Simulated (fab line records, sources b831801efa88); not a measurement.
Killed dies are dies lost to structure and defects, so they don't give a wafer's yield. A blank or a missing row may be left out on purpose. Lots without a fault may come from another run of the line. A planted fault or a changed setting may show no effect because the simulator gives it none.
Which tool did it? | flow sfq_line | 14 lots, 40 wafers sampled, at 4 steps of a route of 325

WHAT THE GAUGES READ, wafer by wafer
SFQ_I4_OVL_MEAS_928.
lot  | measured     | on         | I4_OVL (nm)
L743 | day 46 14:05 | overlay-01 | -8 -8 -7
L744 | day 47 03:17 | overlay-02 | 7 4 10
L746 | day 47 10:29 | overlay-02 | -1 5 4
L747 | day 47 12:53 | overlay-02 | -1 3 -1
L748 | day 49 10:26 | overlay-01 | -3 6 5
L749 | day 51 14:17 | overlay-01 | -9 -5 -8
L755 | day 53 12:18 | overlay-01 | -1 -8
L758 | day 54 02:42 | overlay-01 | -2 4
L760 | day 55 00:17 | overlay-01 | -9 -9 -4
L761 | day 55 03:54 | overlay-01 | -3 -6 2
L762 | day 55 11:05 | overlay-01 | -6 -7 -13
L764 | day 56 03:40 | overlay-01 | 1 -1 5
L765 | day 56 04:51 | overlay-02 | -8 -6 -9
L766 | day 56 08:28 | overlay-01 | -4 0 0

SFQ_R5_THK_MEAS_934: measures by xrf.
lot  | measured     | on            | R5_MONX_THK (nm)
L743 | day 57 20:54 | film_metro-03 | 39.1 39.6 39.7
L744 | day 58 09:26 | film_metro-01 | 39.7 39.5 39.8
L746 | day 58 15:04 | film_metro-02 | 39.0 38.9 38.8
L747 | day 58 18:04 | film_metro-02 | 39.1 39.0 39.2
L748 | day 59 17:17 | film_metro-01 | 40.3 40.5 40.1
L749 | day 62 01:37 | film_metro-02 | 39.2 39.4 39.9
L755 | day 63 10:22 | film_metro-01 | 40.1 40.1
L758 | day 64 02:58 | film_metro-02 | 39.5 39.4
L760 | day 64 23:52 | film_metro-02 | 39.7 39.6 39.7
L761 | day 65 06:08 | film_metro-02 | 39.9 39.7 39.5
L762 | day 65 16:24 | film_metro-03 | 39.4 39.7 39.6
L764 | day 66 03:22 | film_metro-03 | 39.4 39.5 39.4
L765 | day 66 04:24 | film_metro-03 | 39.0 39.2 39.2
L766 | day 66 07:26 | film_metro-01 | 39.9 39.9 39.7

WHICH TOOL RAN EACH LOT (tool, then ch and the chambers of the sampled wafers, then the start)
lot  | SFQ_TRILAYER_JJ_CE_STRIP_STRIP_120 | SFQ_TRILAYER_M5_BARC_OPEN_METAL_ETCH_161
L743 | rie_metal-02 ch 0,1, day 52 15:13  | rie_metal-04 ch 0,1, day 57 15:22
L744 | rie_metal-03 ch 0,1, day 53 03:25  | rie_metal-02 ch 0,1, day 58 03:22
L746 | rie_metal-02 ch 0,1, day 53 10:37  | rie_metal-02 ch 0,1, day 58 09:22
L747 | rie_metal-03 ch 0, day 53 13:01    | rie_metal-01 ch 0,1, day 58 11:46
L748 | rie_metal-01 ch 0, day 55 01:04    | rie_metal-04 ch 0, day 59 11:46
L749 | rie_metal-03 ch 0,1, day 56 16:23  | rie_metal-02 ch 0,1, day 61 18:58
L755 | rie_metal-02 ch 1, day 58 15:30    | rie_metal-01 ch 0,1, day 63 04:50
L758 | rie_metal-02 ch 1, day 59 02:15    | rie_metal-01 ch 0,1, day 63 20:14
L760 | rie_metal-02 ch 0,1, day 59 14:52  | rie_metal-04 ch 0,1, day 64 11:56
L761 | rie_metal-02 ch 0,1, day 59 19:10  | rie_metal-02 ch 0, day 64 13:11
L762 | rie_metal-03 ch 1, day 60 04:04    | rie_metal-02 ch 0, day 64 19:08
L764 | rie_metal-02 ch 0,1, day 61 07:52  | rie_metal-04 ch 1, day 65 17:58
L765 | rie_metal-03 ch 0,1, day 61 10:04  | rie_metal-04 ch 0,1, day 65 22:44
L766 | rie_metal-02 ch 0,1, day 61 12:40  | rie_metal-02 ch 0,1, day 65 23:57
- SFQ_TRILAYER_JJ_CE_STRIP_STRIP_120: strips in O2.
- SFQ_TRILAYER_M5_BARC_OPEN_METAL_ETCH_161: etches BARC in O2, target depth 125 nm, time 41.7 s.

WHAT THE TOOLS THEMSELVES READ (means of the sampled wafers that have a number; where no wafer has one, the mark that the record gives instead)
SFQ_TRILAYER_JJ_CE_STRIP_STRIP_120.
lot  | tool         | drypump_motor_current_A (A) | oes_product_au (a.u.)
L743 | rie_metal-02 | 6.1                         | 0.990
L744 | rie_metal-03 | 5.7                         | 0.994
L746 | rie_metal-02 | 6.4                         | 0.994
L747 | rie_metal-03 | 6.0                         | 1.000
L748 | rie_metal-01 | 5.3                         | 0.993
L749 | rie_metal-03 | 5.3                         | 0.994
L755 | rie_metal-02 | 5.9                         | 0.988
L758 | rie_metal-02 | 5.9                         | 0.986
L760 | rie_metal-02 | 6.4                         | 0.987
L761 | rie_metal-02 | 6.1                         | 0.992
L762 | rie_metal-03 | 5.0                         | 0.994
L764 | rie_metal-02 | 6.1                         | 0.990
L765 | rie_metal-03 | 5.3                         | 1.003
L766 | rie_metal-02 | 6.4                         | 0.993

SFQ_TRILAYER_M5_BARC_OPEN_METAL_ETCH_161.
lot  | tool         | drypump_motor_current_A (A) | oes_product_au (a.u.) | run_length_s (s)
L743 | rie_metal-04 | 5.6                         | 0.683                 | 69.1
L744 | rie_metal-02 | 6.1                         | 0.683                 | 70.0
L746 | rie_metal-02 | 6.4                         | 0.688                 | 70.4
L747 | rie_metal-01 | 5.6                         | 0.682                 | 69.8
L748 | rie_metal-04 | 6.2                         | 0.682                 | 69.2
L749 | rie_metal-02 | 6.4                         | 0.684                 | 70.5
L755 | rie_metal-01 | 5.5                         | 0.649                 | 75.8
L758 | rie_metal-01 | 5.4                         | 0.649                 | 75.7
L760 | rie_metal-04 | 5.9                         | 0.686                 | 69.2
L761 | rie_metal-02 | 6.6                         | 0.687                 | 70.7
L762 | rie_metal-02 | 6.6                         | 0.687                 | 70.7
L764 | rie_metal-04 | 5.3                         | 0.682                 | 69.2
L765 | rie_metal-04 | 5.6                         | 0.685                 | 69.2
L766 | rie_metal-02 | 6.4                         | 0.688                 | 70.5

THE ANSWER, worked out from the rows above alone
Rule: what is usual is taken from the lots themselves. Put in order of their means at a reading, lots are off if they are a third of the lots or fewer, leave a main group of 4 or more, and stand apart from it by a gap of 3 or more times the standard deviation of the main group's means; of several such gaps the widest counts. A main group whose means are all the same, to the digits that the tables above print for the reading, isn't used. A lot without any number at a reading at which 4 lots or more have one is off too. The other lots that the step has rows for count as sound. The gauges are gone through in route order, then the tools' own readings, and for those a lot's mean is taken as printed above. The first step at which some lot is off is used, and at that step the reading that is off furthest; a lot without a number counts as furthest.
Off: L755, L758, at SFQ_TRILAYER_M5_BARC_OPEN_METAL_ETCH_161 (oes_product_au). The main group: mean 0.685 a.u., standard deviation 0.0023.
A tool fits if, at that step or a process step before it, it ran every lot that is off, and no sound lot after the first of them. One fits: rie_metal-01 at SFQ_TRILAYER_M5_BARC_OPEN_METAL_ETCH_161. Its last sound lot is L747 (day 58 11:46), its first lot that is off L755 (day 63 04:50): a fault that began between those two fits.
The tool's own readings at SFQ_TRILAYER_M5_BARC_OPEN_METAL_ETCH_161 bear it out: on the lots that are off they differ by more than 5 times the standard deviation of the sound lots' means. oes_product_au reads 0.649 a.u. there against 0.685 a.u. on the sound lots; run_length_s reads 75.8 s there against 69.9 s on the sound lots.

WHAT THE SIMULATOR HAD PUT IN
Process parameter drift: rie_metal-01, from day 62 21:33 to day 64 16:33, at SFQ_TRILAYER_M5_BARC_OPEN_METAL_ETCH_161. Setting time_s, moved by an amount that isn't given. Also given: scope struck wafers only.
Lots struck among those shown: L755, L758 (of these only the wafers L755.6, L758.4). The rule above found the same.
